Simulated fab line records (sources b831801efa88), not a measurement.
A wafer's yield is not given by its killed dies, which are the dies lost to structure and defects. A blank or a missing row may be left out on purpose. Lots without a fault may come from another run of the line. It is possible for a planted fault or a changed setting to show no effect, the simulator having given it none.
Problem report in the 8D (eight disciplines) form, filled by code -- flow gf180mcu -- the parts of the form that need people (team, actions taken, sign-off) are left out

## 1. WHAT WENT WRONG
rotation_deg at GF_HV_LDD_IMPLANT_36 reads a mean of 341.73 degrees on 6 wafers of 2 lots; wafers without a fault read 270.00 degrees with a standard deviation of 0.041. That is +99 or more standard deviations from the usual mean.
The first sign was on wafer L880.2 at day 16 01:08, on implanter-03. At this step, 42 wafers from 14 lots have a number in the record. Rule for "out" (also "out of limits"): further than 4 standard deviations from the usual mean. All remaining wafers that have a number are taken as sound.

## 2. WHAT THIS IS AND IS NOT
question,is,is not
which readings at this step,rotation_deg,-
which lots,"L880, L881","L867, L868, L871, L872, L873, L875, L876, L877, L882, L886, L889, L890"
which wafers of those lots,all that have a number,-
read on which tools,implanter-03,"implanter-02, implanter-04"
when,from day 16 01:08,"up to then (24 sound wafers); but 12 sound wafers of L882, L886, L889, L890 came after"

## 3. THE SUSPECTS, EACH WITH WHAT RULES IT OUT
Counting: a tool at any process step up to the reading remains a suspect when it ran all the lots that are out and ran no sound lot after the first of those.
- implanter-03 at GF_HV_LDD_IMPLANT_36: kept. It processed each lot that is out, first L880 at day 16 01:08, and no sound lot thereafter; up to then, the last sound lot it processed was L877 at day 15 01:37. Its own rotation_deg readings are out on those wafers.
Remaining after the count: implanter-03 at GF_HV_LDD_IMPLANT_36.

## 4. THE CAUSE (what the simulator had put in)
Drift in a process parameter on implanter-03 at GF_HV_LDD_IMPLANT_36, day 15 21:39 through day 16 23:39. Setting rotation_deg shifted by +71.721 from 270. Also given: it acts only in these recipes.
Only this tool survived the counting.

## 5. SEQUENCE OF EFFECTS, ordered by route
Each row: a reading where the mean over the struck wafers with a number is more than 3 standard deviations away from the usual. Readings are gone through only where the record gives a usual standard deviation; hours: the median, over the lots, of the time from a lot's start at the first step in this table giving one to that lot's start at this step; sigmas: the change measured in usual standard deviations.
hours,step,reading,usual,on struck wafers,change,sigmas
0,GF_HV_LDD_IMPLANT_36,rotation_deg,270.00 degrees,341.73,+71.73,+99 or more
The process steps in it:
- GF_HV_LDD_IMPLANT_36

## 6. HOW IT WOULD HAVE BEEN CAUGHT EARLIER
First out-of-limits reading in this record: day 16 01:08, which is 3 hours after fault onset at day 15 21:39.
